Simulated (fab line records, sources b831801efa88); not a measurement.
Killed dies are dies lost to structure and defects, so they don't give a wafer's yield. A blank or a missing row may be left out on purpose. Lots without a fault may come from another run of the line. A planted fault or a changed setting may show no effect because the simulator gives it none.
Which tool did it? | flow gf180mcu | 11 lots, 33 wafers sampled, at 1 step of a route of 602

WHAT THE GAUGES READ, wafer by wafer
GF_LVPWELL_TW_MEAS_11.
lot  | measured    | on            | LVPWELL_TW
L075 | day 4 01:58 | film_metro-01 | 557.7 558.7 558.4
L077 | day 4 13:39 | film_metro-02 | 560.2 561.0 559.2
L079 | day 5 01:34 | film_metro-04 | 563.0 561.4 562.9
L081 | day 5 10:26 | film_metro-04 | 564.3 563.1 563.6
L083 | day 6 03:47 | film_metro-04 | 558.2 558.8 563.1
L086 | day 7 02:11 | film_metro-01 | 559.8 559.4 562.3
L088 | day 7 10:37 | film_metro-02 | 556.1 559.1 556.8
L090 | day 7 22:31 | film_metro-02 | 557.3 554.8 555.8
L092 | day 8 04:49 | film_metro-01 | 560.9 562.3 558.5
L094 | day 8 12:43 | film_metro-02 | 561.1 563.5 561.4
L096 | day 9 00:22 | film_metro-02 | 557.8 557.0 560.9

WHICH TOOL RAN EACH LOT (tool, then ch and the chambers of the sampled wafers, then the start)
The record holds no process step before these readings.

THE ANSWER, worked out from the rows above alone
Rule: what is usual is taken from the lots themselves. Put in order of their means at a reading, lots are off if they are a third of the lots or fewer, leave a main group of 4 or more, and stand apart from it by a gap of 3 or more times the standard deviation of the main group's means; of several such gaps the widest counts. A main group whose means are all the same, to the digits that the tables above print for the reading, isn't used. A lot without any number at a reading at which 4 lots or more have one is off too. The other lots that the step has rows for count as sound.
No lot is off at any reading shown: from this, nothing can be told.

WHAT THE SIMULATOR HAD PUT IN
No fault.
